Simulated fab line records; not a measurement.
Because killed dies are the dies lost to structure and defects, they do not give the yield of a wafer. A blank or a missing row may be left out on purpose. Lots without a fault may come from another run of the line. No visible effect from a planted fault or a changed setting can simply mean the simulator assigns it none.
Which tool is to blame? + flow sky130 + 6 lots with 18 wafers sampled at 3 steps, on a route of 708 steps

WHAT THE GAUGES READ, wafer by wafer
SKY_SD_N_RS_MEAS_17: measurement is done with a four-point probe.
| lot  | measured     | on            | SD_P_RS (ohm/sq)  |
|------|--------------|---------------|-------------------|
| L329 | day 29 08:59 | film-metro-04 | 145.6 146.4 146.1 |
| L333 | day 30 16:16 | film-metro-04 | 146.6 146.4 146.4 |
| L338 | day 32 16:48 | film-metro-04 | 146.6 147.0 147.2 |
| L342 | day 33 17:50 | film-metro-02 | 146.7 146.5 146.7 |
| L346 | day 34 21:49 | film-metro-02 | 147.6 147.7 147.9 |
| L348 | day 35 09:33 | film-metro-04 | 147.4 147.4 147.4 |

WHICH TOOL RAN EACH LOT (tool, then ch and the chambers of the sampled wafers, then the start)
| lot  | SKY_SD_P_IMPLANT_09             | SKY_SD_N_RTA_14                  |
|------|---------------------------------|----------------------------------|
| L329 | implanter-02 ch 0, day 26 23:50 | rtp-anneal-01 ch 0, day 29 08:41 |
| L333 | implanter-04 ch 0, day 28 06:16 | rtp-anneal-01 ch 0, day 30 15:58 |
| L338 | implanter-02 ch 0, day 30 09:27 | rtp-anneal-02 ch 0, day 32 16:31 |
| L342 | implanter-02 ch 0, day 31 11:05 | rtp-anneal-02 ch 0, day 33 17:32 |
| L346 | implanter-04 ch 0, day 32 15:40 | rtp-anneal-02 ch 0, day 34 21:31 |
| L348 | implanter-02 ch 0, day 33 03:43 | rtp-anneal-02 ch 0, day 35 09:14 |
- SKY_SD_P_IMPLANT_09
- SKY_SD_N_RTA_14: time 2 s.

THE ANSWER, worked out from the rows above alone
Rule: what is usual is taken from the lots themselves. The widest of any qualifying gaps counts: lots, ordered by their means at a reading, are off when they make up no more than a third of the lots, leave a main group of 4 or more, and stand apart from it by 3 or more times the standard deviation of that group's means. The tables above print the reading to a certain number of digits; a main group whose means all agree to those digits is not used. A lot without any number at a reading at which 4 lots or more have one is off too. The other lots that the step has rows for count as sound.
No lot is off at any reading shown: from this, nothing can be told.

WHAT THE SIMULATOR HAD INSERTED
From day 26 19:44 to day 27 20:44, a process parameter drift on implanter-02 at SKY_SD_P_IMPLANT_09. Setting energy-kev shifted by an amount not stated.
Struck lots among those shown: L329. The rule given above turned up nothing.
